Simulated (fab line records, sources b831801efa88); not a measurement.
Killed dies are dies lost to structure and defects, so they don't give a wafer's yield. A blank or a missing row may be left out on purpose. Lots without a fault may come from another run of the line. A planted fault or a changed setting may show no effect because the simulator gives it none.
A struck lot beside a sound one | flow gf180mcu | 27 steps out of a route of 602
Sound: wafers L694.1, L694.2, L694.3. Struck: wafers L711.1, L711.3, L711.4. The cause comes at the end.
At each step with rows: each side's tool, then ch and its chambers, then its first start. Under that, the readings that differ: sound wafers | struck wafers | difference of the means | sigmas: that difference in standard deviations of wafers without a fault.
alike: readings whose means differ by less than 2 such deviations, and words and numbers that are the same on both sides. not compared: withheld readings, readings that some wafer has no value for, bounds like >300 that may hide the same value, and numbers for which the record gives no deviation and whose values overlap.
The two part at a step that has a row with sigmas, a row that says differs or no value, or rows on one side only. Numbers that don't overlap but have no deviation are shown without sigmas and don't part them. A reading that every wafer of one side lacks parts them only if that side has two wafers or more.

GF_DNWELL_STRIP_08: strips in O2/N2.
  sound on plasma_asher-01 ch 0,1, day 3 02:05; struck on plasma_asher-01 ch 0,1, day 6 16:53
  alike: drypump_motor_current_A, heater_power_w, oes_product_au, platen_temp_c, strip_time_to_endpoint_s
  not compared: rf_hours_counter_h
GF_DNWELL_TW_MEAS_09:
  sound on film_metro-01, day 3 02:11; struck on film_metro-01, day 6 16:59
  alike: DNWELL_TW
then, 7 steps without rows for these wafers: GF_NWELL_DEHYDRATE_00 (time 60 s); GF_NWELL_HMDS_01 (prime time 60 s); GF_NWELL_COAT_02 (resist thk 3000 nm); GF_NWELL_SOFTBAKE_03; GF_NWELL_EXPOSE_04 (exposes mask Nwell, target cd 860 nm); GF_NWELL_PEB_05; GF_NWELL_DEVELOP_06 (develop time 60 s).
GF_NWELL_OVL_MEAS_07:
  sound on overlay-01, day 3 15:32; struck on overlay-01, day 7 08:44
  alike: NWELL_OVL
then, 2 steps without rows for these wafers: GF_NWELL_IMPLANT_08; GF_NWELL_IMPLANT_09.
GF_NWELL_STRIP_10: strips in O2/N2.
  sound on plasma_asher-03 ch 0,1, day 3 15:52; struck on plasma_asher-01 ch 0,1, day 7 09:05
  reading                                 | sound             | struck            | difference                    | sigmas
  oes_product_au (a.u.)                   | 0.720 0.717 0.728 | 0.959 0.965 0.961 | +0.240                        | +50
  strip_time_to_endpoint_s (s)            | 36.77 36.77 36.91 | - - -             | no value on the struck wafers |
  model.coat_of_NWELL_COAT_02.thk_nm (nm) | 0 0 0             | 686.7 685.9 686.9 | +686.5                        |
  alike: drypump_motor_current_A, heater_power_w, platen_temp_c
  not compared: rf_hours_counter_h
GF_NWELL_TW_MEAS_11:
  sound on film_metro-01, day 3 15:58; struck on film_metro-03, day 7 09:11
  reading  | sound          | struck         | difference | sigmas
  NWELL_TW | 1573 1567 1565 | 1594 1594 1588 | +24        | +2
then, 7 steps without rows for these wafers: GF_LVPWELL_DEHYDRATE_00 (time 60 s); GF_LVPWELL_HMDS_01 (prime time 60 s); GF_LVPWELL_COAT_02 (resist thk 3000 nm); GF_LVPWELL_SOFTBAKE_03; GF_LVPWELL_EXPOSE_04 (exposes mask LVPWELL, target cd 600 nm); GF_LVPWELL_PEB_05; GF_LVPWELL_DEVELOP_06 (develop time 60 s).
GF_LVPWELL_OVL_MEAS_07:
  sound on overlay-01, day 4 05:05; struck on overlay-01, day 8 01:34
  alike: LVPWELL_OVL
then, 2 steps without rows for these wafers: GF_LVPWELL_IMPLANT_08; GF_LVPWELL_IMPLANT_09.
GF_LVPWELL_STRIP_10: strips in O2/N2.
  sound on plasma_asher-04 ch 0,1, day 4 05:25; struck on plasma_asher-04 ch 0,1, day 8 01:53
  reading                      | sound             | struck            | difference | sigmas
  strip_time_to_endpoint_s (s) | 36.91 36.98 37.02 | 47.12 47.02 47.14 | +10.12     | +99 or more
  alike: drypump_motor_current_A, heater_power_w, oes_product_au, platen_temp_c
  not compared: rf_hours_counter_h
GF_LVPWELL_TW_MEAS_11:
  sound on film_metro-01, day 4 05:31; struck on film_metro-01, day 8 02:01
  reading    | sound       | struck      | difference | sigmas
  LVPWELL_TW | 558 558 557 | 404 405 404 | -153       | -38
then, 1 step without rows for these wafers: GF_MVSD_DEHYDRATE_00 (time 60 s).

WHERE THEY PART
First at GF_NWELL_STRIP_10; last, within this record, at GF_LVPWELL_TW_MEAS_11.

WHY: what the simulator had put in
Strip aborted: plasma_asher-01, from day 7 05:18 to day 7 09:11, at GF_NWELL_STRIP_10. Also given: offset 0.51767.
